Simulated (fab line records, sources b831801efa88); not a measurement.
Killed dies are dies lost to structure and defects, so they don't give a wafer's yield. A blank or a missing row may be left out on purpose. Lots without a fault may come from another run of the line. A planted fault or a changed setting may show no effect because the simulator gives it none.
fab line records | flow sky130
record lots=5 wafers=15 last_day=51
route steps=708 shown LI_CONTACT@365 PAD_OPEN@708
lots that met no fault: from a run of the same line without faults
start_h: hours from the record's first day to the start of the lot's first wafer shown | wait_h: hours since the lot's step before | " the same as in the row above | L1.1+2: a row that stands for several wafers | - no value, or no start given | * or withheld: withheld | < > ~ a bound
route shown NAME@n: a module of which the file shows steps, and the number in the route of the first | usual: mean/standard deviation of fault-free wafers | same: alike in all rows | chamber/n: place in a boat | sites: the reading at each site | _std_site: their standard deviation | _edge_site: outer sites' mean less inner sites' | radius_mm: how far each site lies from the wafer's centre | mask NAME#n: copy n | behind: the tool/chamber that last shaped the wafer | hold: why the lot was held/for how many hours/how that ended | device: the transistor (n, p or np) that didn't switch | end of line: the same wafers' tests at the end of the route | a step without rows: its recipe alone | killed: dies lost to structure and defects at the first sort, not the wafer's yield | map: a wafer's dies, x killed, . not, _ none there
set.NAME: the setting as run; set.NAME@STEP: as run at that earlier step | model.NAME: the simulator's own value behind a step, which no gauge read
lots at some steps of the route; a table a step, a row a wafer
services: from which hour (start_h, from the record's first day; less than 0 if before it) a tool's chamber was out of use, for how many hours, and why
## steps
# step SKY_LI_CONTACT_BOW_MEAS_03
# recipe mode=bow
# usual LI_CONTACT_BOW=55/7.1
# columns lot.wafer tool chamber start_h wait_h LI_CONTACT_BOW[um]
L401.1 film_metro-03 - 702.95 0.2 56
L401.2 " - " " 47
L401.6 " - " " 54
L406.3 film_metro-03 - 736.98 0.2 40
L406.4 " - " " 46
L406.6 " - " " 59
L413.2 film_metro-03 - 790.08 0.1 47
L413.3 " - " " 58
L413.6 " - " " 49
L415.1 film_metro-04 - 814.29 0.2 55
L415.2 " - " " 53
L415.4 " - " " 59
L419.2 film_metro-04 - 838.32 0.1 61
L419.4 " - " " 58
L419.6 " - " " 60
# step SKY_LI_CONTACT_DEHYDRATE_04
# recipe temp_c=200 time_s=60
# step SKY_LI_CONTACT_HMDS_05
# recipe prime_time_s=60 prime_temp_c=120
# step SKY_LI_CONTACT_COAT_06
# recipe resist=BARC temp_c=withheld time_s=withheld spin_rpm=3000 resist_thk_nm=60
# step SKY_LI_CONTACT_COAT_07
# recipe resist=KrF-thick spin_rpm=3000 resist_thk_nm=450
# step SKY_LI_CONTACT_SOFTBAKE_08
# recipe temp_c=100 time_s=90 resist=KrF-thick
# step SKY_LI_CONTACT_EXPOSE_09
# recipe mask_id=LICM1 na=0.8 source_shape=annular sigma_inner=0.55 sigma_outer=0.85 target_cd_nm=170 dose_mj=37.38
# step SKY_LI_CONTACT_PEB_10
# recipe peb_temp_c=withheld peb_time_s=withheld resist=KrF-thick
# step SKY_LI_CONTACT_DEVELOP_11
# recipe develop_time_s=60 resist=KrF-thick dev_temp_c=21
# step SKY_LI_CONTACT_CD_MEAS_12
# recipe target_cd_nm=170
# usual cd_nm=170.1/1.5
# columns lot.wafer tool chamber start_h wait_h cd_nm
L401.1 cd_sem-02 - 731.47 - 168.3
L401.2 " - " " 167.4
L401.6 " - " " 166.3
L406.3 cd_sem-01 - 764.53 - 172.6
L406.4 " - " " 170.3
L406.6 " - " " 170.1
L413.2 cd_sem-02 - 817.19 - 169.4
L413.3 " - " " 170.5
L413.6 " - " " 167.8
L415.1 cd_sem-02 - 840.71 - 169.6
L415.2 " - " " 168.9
L415.4 " - " " 168.8
L419.2 cd_sem-02 - 864.28 - 169.5
L419.4 " - " " 167.2
L419.6 " - " " 166.1
# step SKY_LI_CONTACT_OVL_MEAS_13
# usual LI_CONTACT_OVL=5/4.9
# columns lot.wafer tool chamber start_h wait_h LI_CONTACT_OVL[nm]
L401.1 overlay-02 - 731.59 0.1 2
L401.2 " - " " -2
L401.6 " - " " -6
L406.3 overlay-01 - 764.62 0.1 7
L406.4 " - " " 4
L406.6 " - " " 5
L413.2 overlay-02 - 817.29 0.1 4
L413.3 " - " " 6
L413.6 " - " " 0
L415.1 overlay-01 - 840.83 0.1 6
L415.2 " - " " 6
L415.4 " - " " 8
L419.2 overlay-01 - 864.38 0.1 -1
L419.4 " - " " 0
L419.6 " - " " -1
# step SKY_LI_CONTACT_ETCH_14
# recipe chemistry=N2/H2 target=BARC ion_energy_ev=200 source_w=500 bias_w=100 pressure_mtorr=30 n2_flow_sccm=100 h2_flow_sccm=200 stop_on=SiO2 time_s=45.9 target_depth_a=600
# usual drypump_motor_current_A=5.7/0.4 n2_flow_sccm=100.0/0.3 oes_product_au=0.855/0.0049 rf_fwd_power_W=495.7/2.4 throttle_valve_pct=13.224/0.0085
# columns lot.wafer tool chamber start_h wait_h drypump_motor_current_A n2_flow_sccm oes_product_au rf_fwd_power_W rf_hours_counter_h throttle_valve_pct
L401.1 rie_diel-02 0 731.62 0.0 5.6 100.0 0.855 497.0 28 13.226
L401.2 " 3 " " 5.3 99.9 0.852 496.8 6 13.218
L401.6 " 0 " " 5.6 100.3 0.854 498.0 - 13.226
L406.3 rie_diel-04 3 764.64 0.0 5.9 99.4 0.852 497.5 11 13.223
L406.4 " 1 " " 6.4 99.9 0.848 494.6 15 13.217
L406.6 " 1 " " 6.3 100.1 0.863 493.7 - 13.226
L413.2 rie_diel-03 0 817.32 0.0 5.9 100.2 0.855 497.9 13 13.230
L413.3 " 1 " " 6.4 99.6 0.859 496.1 5 13.222
L413.6 " 3 " " 5.3 100.2 0.857 488.5 - 13.217
L415.1 rie_diel-02 1 840.86 0.0 5.1 99.6 0.857 494.8 12 13.222
L415.2 " 2 " " 5.6 100.3 0.857 496.6 8 13.222
L415.4 " 0 " " 5.6 100.3 0.852 497.5 32 13.223
L419.2 rie_diel-03 1 864.41 0.0 6.4 99.9 0.862 498.1 6 13.219
L419.4 " 0 " " 5.9 100.5 0.863 497.5 14 13.228
L419.6 " 2 " " 5.9 99.7 0.855 493.3 - 13.233
# step SKY_LI_CONTACT_ETCH_15
# recipe target=PSG chemistry=C4F8/O2/Ar stop_on=Si taper_deg=4.15 mask_material=KrF-thick source_w=1500 bias_w=1200 pressure_mtorr=40 c4f8_flow_sccm=withheld O2_flow_sccm=6 Ar_flow_sccm=300 time_s=withheld target_depth_a=6000
# usual oes_product_au=0.837/0.0045 rf_fwd_power_W=1493/5
# columns lot.wafer tool chamber start_h wait_h oes_product_au rf_fwd_power_W model.KrF-thick_of_LI_CONTACT_COAT_07.thk_nm model.etch.depth_nm model.LI_CONTACT.feature_depth_nm
L401.1 rie_diel-02 0 731.67 0.0 0.833 1489 232.9 598.2 598.2
L401.2 " 3 " " 0.836 1496 231.5 598.4 598.4
L401.6 " 0 " " 0.840 1493 234 598.4 598.4
L406.3 rie_diel-04 3 764.69 0.0 0.834 1497 230.3 597.5 597.5
L406.4 " 1 " " 0.832 1494 235.7 597.6 597.6
L406.6 " 1 " " 0.833 1488 238.3 595.8 595.8
L413.2 rie_diel-03 0 817.37 0.0 0.837 1492 234.2 596 596
L413.3 " 1 " " 0.836 1497 233.7 595.3 595.3
L413.6 " 3 " " 0.837 1488 231.8 595.6 595.6
L415.1 rie_diel-02 1 840.91 0.0 0.841 1492 231.6 598.5 598.5
L415.2 " 2 " " 0.838 1490 234.2 597.5 597.5
L415.4 " 0 " " 0.797 1499 282.5 549 549
L419.2 rie_diel-03 1 864.46 0.0 0.830 1492 236.1 597.6 597.6
L419.4 " 0 " " 0.844 1493 233 598.5 598.5
L419.6 " 2 " " 0.844 1499 232.8 599.4 599.4
# step SKY_LI_CONTACT_STRIP_16
# recipe chemistry=O2/N2 power_w=1400 pressure_mtorr=1500 platen_temp_c=withheld o2_flow_sccm=3000 n2_flow_sccm=300 overash_fraction=0.5
# usual drypump_motor_current_A=5.73/0.26 n2_flow_sccm=300.1/0.96 oes_product_au=0.377/0.0051 strip_time_to_endpoint_s=3.51/0.032
# columns lot.wafer tool chamber start_h wait_h drypump_motor_current_A n2_flow_sccm oes_product_au rf_hours_counter_h strip_time_to_endpoint_s
L401.1 plasma_asher-02 1 731.75 - 5.59 300.5 0.375 90 3.51
L401.2 " 0 " " 6.07 300.6 0.374 90 3.50
L401.6 " 1 " " 5.59 301.1 0.374 - 3.52
L406.3 plasma_asher-03 0 764.80 - 5.30 299.6 0.370 - 3.49
L406.4 " 1 " " 5.62 301.4 0.380 - 3.53
L406.6 " 0 " " 5.32 299.5 0.393 - 3.57
L413.2 plasma_asher-02 1 817.45 - 5.59 300.9 0.379 100 3.51
L413.3 " 0 " " 6.10 301.9 0.379 - 3.53
L413.6 " 1 " " 5.61 300.4 0.372 - 3.48
L415.1 plasma_asher-01 0 840.99 - 5.99 301.0 0.378 9 3.49
L415.2 " 1 " " 5.79 300.4 0.381 9 3.51
L415.4 " 1 " " 5.81 300.2 0.403 - 4.03
L419.2 plasma_asher-03 0 864.54 - 5.29 300.9 0.376 72 3.54
L419.4 " 0 " " 5.31 299.2 0.380 - 3.52
L419.6 " 1 " " 5.61 299.1 0.377 - 3.51
# step SKY_LI_CONTACT_CLEAN_17
# recipe chemistry=NMP time_s=600 temp_c=60 dry=n2_spin
# step SKY_PAD_OPEN_PROBE_99
# usual killed_at_M0_to_M3=43/7.3 killed_at_M4_up=3.2/1.9 killed_at_contacts=24/5.5 killed_at_front_end=15/4.7 killed_at_other=0.5/0.75 killed_dies=85/9.5 killed_on_rim=17/3.8 killed_open=46/7 killed_short=38/7.4
# same gross_dies=492 killed_at_back_side=0
# columns lot.wafer tool chamber start_h wait_h killed_at_M0_to_M3 killed_at_M4_up killed_at_contacts killed_at_front_end killed_at_other killed_dies killed_on_rim killed_open killed_short
L401.1 prober-01 - 1127.78 0.1 42 4 27 20 1 94 17 46 48
L401.2 prober-01 - 1127.83 0.1 50 0 19 14 0 83 19 43 40
L401.6 prober-01 - 1128.03 0.2 35 1 26 14 1 77 23 40 36
L406.3 prober-02 - 1152.53 0.2 54 4 20 22 2 102 26 50 49
L406.4 prober-02 - 1152.58 0.2 37 4 21 16 1 79 17 53 24
L406.6 prober-02 - 1152.68 0.2 31 5 25 7 0 68 16 37 31
L413.2 prober-01 - 1183.24 0.1 36 4 29 13 0 82 18 47 34
L413.3 prober-01 - 1183.29 0.2 43 1 37 15 0 96 20 56 40
L413.6 prober-01 - 1183.44 0.2 46 3 23 15 1 88 19 47 40
L415.1 prober-02 - 1198.88 0.1 42 3 33 16 2 96 22 50 44
L415.2 prober-02 - 1198.93 0.1 30 2 38 13 0 83 15 47 35
L415.4 prober-02 - 1199.03 0.2 33 4 435 19 1 492 96 40 40
L419.2 prober-02 - 1213.39 0.1 31 6 18 15 1 71 10 35 36
L419.4 prober-02 - 1213.49 0.2 45 4 25 13 0 87 16 51 36
L419.6 prober-02 - 1213.59 0.2 37 4 24 18 0 83 15 46 36
# killed by level:class
L401.1 VIA1:geometric_particle:open=11 CONTACT:geometric_particle:open=8 LI_CONTACT:geometric_particle:open=6 LOCAL_INTERCONNECT:geometric_particle:short=5 VIA1:geometric_particle:short=5 VIA2:geometric_particle:short=5 VIA3:geometric_particle:open=5 FIELD_ISO:geometric_particle:short=4
L401.2 VIA1:geometric_particle:open=10 VIA2:geometric_particle:open=9 CONTACT:geometric_particle:open=7 METAL1:geometric_particle:short=7 VIA1:geometric_particle:short=6 FIELD_ISO:geometric_particle:short=5 LI_CONTACT:geometric_particle:open=4 LOCAL_INTERCONNECT:geometric_particle:short=4
L401.6 CONTACT:geometric_particle:open=11 VIA1:geometric_particle:open=7 LOCAL_INTERCONNECT:geometric_particle:short=6 POLY_GATE:geometric_particle:short=4 VIA3:geometric_particle:open=4 LI_CONTACT:geometric_particle:open=4 METAL1:geometric_particle:short=4 VIA1:geometric_particle:short=4
L406.3 CONTACT:geometric_particle:open=12 VIA1:geometric_particle:open=11 VIA1:geometric_particle:short=10 VIA3:geometric_particle:open=7 VIA2:geometric_particle:open=7 FIELD_ISO:geometric_particle:short=6 VIA3:geometric_particle:short=6 METAL2:geometric_particle:short=4
L406.4 CONTACT:geometric_particle:open=13 VIA1:geometric_particle:open=9 LI_CONTACT:geometric_particle:open=6 VIA3:geometric_particle:open=5 FIELD_ISO:geometric_particle:open=4 POLY_GATE:geometric_particle:open=4 VIA1:geometric_particle:short=4 METAL2:geometric_particle:short=4
L406.6 CONTACT:geometric_particle:open=11 VIA1:geometric_particle:open=8 LI_CONTACT:geometric_particle:open=7 METAL1:geometric_particle:short=5 VIA2:geometric_particle:open=5 METAL2:geometric_particle:short=5 CONTACT:geometric_particle:short=4 METAL4:geometric_particle:short=4
L413.2 CONTACT:geometric_particle:open=13 VIA1:geometric_particle:open=10 CONTACT:geometric_particle:short=7 FIELD_ISO:geometric_particle:open=6 VIA2:geometric_particle:short=5 VIA2:geometric_particle:open=5 LOCAL_INTERCONNECT:geometric_particle:open=4 VIA1:geometric_particle:short=4
L413.3 VIA1:geometric_particle:open=13 CONTACT:geometric_particle:open=12 LI_CONTACT:geometric_particle:open=8 LOCAL_INTERCONNECT:geometric_particle:short=7 METAL2:geometric_particle:short=7 VIA2:geometric_particle:open=6 FIELD_ISO:geometric_particle:short=5 CONTACT:geometric_particle:short=5
L413.6 CONTACT:geometric_particle:open=11 VIA1:geometric_particle:open=8 METAL3:geometric_particle:short=7 VIA2:geometric_particle:open=6 FIELD_ISO:geometric_particle:open=5 METAL1:geometric_particle:short=5 VIA2:geometric_particle:short=5 FIELD_ISO:geometric_particle:short=4
L415.1 VIA1:geometric_particle:open=11 LOCAL_INTERCONNECT:geometric_particle:short=9 CONTACT:geometric_particle:open=8 VIA2:geometric_particle:open=7 CONTACT:geometric_particle:short=7 METAL1:geometric_particle:short=7 LI_CONTACT:geometric_particle:open=6 VIA3:geometric_particle:open=6
L415.2 CONTACT:geometric_particle:open=15 LI_CONTACT:geometric_particle:open=9 VIA2:geometric_particle:open=8 VIA3:geometric_particle:open=6 POLY_GATE:geometric_particle:short=5 LI_CONTACT:geometric_particle:short=5 LOCAL_INTERCONNECT:geometric_particle:short=5 CONTACT:geometric_particle:short=4
L415.4 LI_CONTACT:area_etch=411 CONTACT:geometric_particle:open=9 FIELD_ISO:geometric_particle:open=8 LOCAL_INTERCONNECT:geometric_particle:short=8 VIA1:geometric_particle:open=8 FIELD_ISO:geometric_particle:short=5 METAL2:geometric_particle:short=5 METAL1:geometric_particle:short=4
L419.2 LI_CONTACT:geometric_particle:open=7 VIA1:geometric_particle:short=6 CONTACT:geometric_particle:open=5 METAL4:geometric_particle:short=5 METAL2:geometric_particle:short=5 FIELD_ISO:geometric_particle:short=4 POLY_GATE:geometric_particle:open=4 VIA2:geometric_particle:open=4
L419.4 VIA1:geometric_particle:open=10 LI_CONTACT:geometric_particle:open=9 VIA3:geometric_particle:open=9 CONTACT:geometric_particle:open=8 METAL2:geometric_particle:short=5 METAL1:geometric_particle:short=5 POLY_GATE:geometric_particle:open=4 VIA1:geometric_particle:short=4
L419.6 CONTACT:geometric_particle:open=9 VIA1:geometric_particle:open=8 VIA2:geometric_particle:open=8 LI_CONTACT:geometric_particle:open=6 VIA1:geometric_particle:short=6 METAL1:geometric_particle:short=5 FIELD_ISO:geometric_particle:open=4 CONTACT:geometric_particle:short=4
# map L415.4 (x killed, . not)
__________xxxxxxxxxx_________
________xxxxxxxxxxxxxx_______
______xxxxxxxxxxxxxxxxxx_____
_____xxxxxxxxxxxxxxxxxxxx____
____xxxxxxxxxxxxxxxxxxxxxx___
___xxxxxxxxxxxxxxxxxxxxxxxx__
__xxxxxxxxxxxxxxxxxxxxxxxxxx_
_xxxxxxxxxxxxxxxxxxxxxxxxxxxx
_xxxxxxxxxxxxxxxxxxxxxxxxxxxx
_xxxxxxxxxxxxxxxxxxxxxxxxxxxx
_xxxxxxxxxxxxxxxxxxxxxxxxxxxx
_xxxxxxxxxxxxxxxxxxxxxxxxxxxx
_xxxxxxxxxxxxxxxxxxxxxxxxxxxx
_xxxxxxxxxxxxxxxxxxxxxxxxxxxx
_xxxxxxxxxxxxxxxxxxxxxxxxxxxx
__xxxxxxxxxxxxxxxxxxxxxxxxxx_
___xxxxxxxxxxxxxxxxxxxxxxxx__
____xxxxxxxxxxxxxxxxxxxxxx___
_____xxxxxxxxxxxxxxxxxxxx____
______xxxxxxxxxxxxxxxxxx_____
________xxxxxxxxxxxxxx_______
__________xxxxxxxxxx_________
# map L401.1 (x killed, . not)
__________.....x...._________
________...xx....x...._______
______...x....x....x...._____
_____..xxx..x.....x...x..____
____..x..x..x............x___
___.x...x........x..x..x.x.__
__x..x.x.x.....x.....x....x._
_.xx.......x.x...........xx..
_...x....xx..........x...x...
_..........x......x..........
_.xx...xxxx.x....x..x.......x
_....x................x......
_x..x....x.x.x....x.......x..
_x....x......x.............x.
_...x............x.....xx....
__x......x....x...........x._
___..x..x..x.......x..x....__
____..x....x......xx....x.___
_____x..x.....xx....x....____
______.........x...x...._____
________x............._______
__________..x....x.._________
## services
# columns tool chamber start_h hours kind
plasma_asher-01 - 716.47 2.8 pm
plasma_asher-01 - 733.67 12.8 repair
plasma_asher-01 - 746.46 9.0 pm
plasma_asher-01 0 746.46 9.0 vent_cycle
plasma_asher-01 1 746.46 9.0 vent_cycle
rie_diel-03 0 747.85 9.0 repair
plasma_asher-01 0 755.46 - clean
plasma_asher-01 1 755.46 - clean
rie_diel-02 - 767.16 0.4 repair
rie_diel-03 3 791.46 - clean
rie_diel-03 3 791.46 22.0 scheduled_down
rie_diel-03 3 791.46 22.0 vent_cycle
plasma_asher-02 - 806.72 0.6 repair
plasma_asher-03 - 812.07 12.7 repair
rie_diel-02 1 819.67 20.3 repair
rie_diel-02 0 841.47 - clean
rie_diel-02 0 841.47 17.2 scheduled_down
rie_diel-02 0 841.47 17.2 vent_cycle
rie_diel-04 2 852.69 8.6 repair
## key
first_sign step=SKY_LI_CONTACT_ETCH_15 reading=oes_product_au direction=down sigmas=8.7 usual=0.837 struck=0.797
effect step=SKY_LI_CONTACT_STRIP_16 reading=strip_time_to_endpoint_s direction=up sigmas=16 usual=* struck=*
effect step=SKY_PAD_OPEN_PROBE_99 reading=killed_at_contacts direction=up sigmas=75 usual=24 struck=435
model_effect step=SKY_LI_CONTACT_ETCH_15 value=KrF-thick_of_LI_CONTACT_COAT_07.thk_nm without=228.6 struck=282.5
more_kills_born_at SKY_LI_CONTACT_ETCH_15@rie_diel-02=411
met_at SKY_LI_CONTACT_ETCH_15
struck_wafers L415.4
later_rows_left_out L415.4
tester_left_out L415
onset_between 731.67 840.91
fault kind=process_parameter_drift tool=rie_diel-02 chamber=0 onset_h=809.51 steps=SKY_LI_CONTACT_ETCH_15 channel=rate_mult offset=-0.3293 shape=step end_h=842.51
# tester_left_out: of these lots the tester's yield and bins aren't shown, on N5 and GAA mostly nor the transistor test; their killed dies are dies lost to structure and defects alone, not to doping, threshold or leakage, so they don't give the yield
# later_rows_left_out: the simulator's readings of these wafers behind a module that went badly wrong aren't trusted and aren't shown, but for the sort
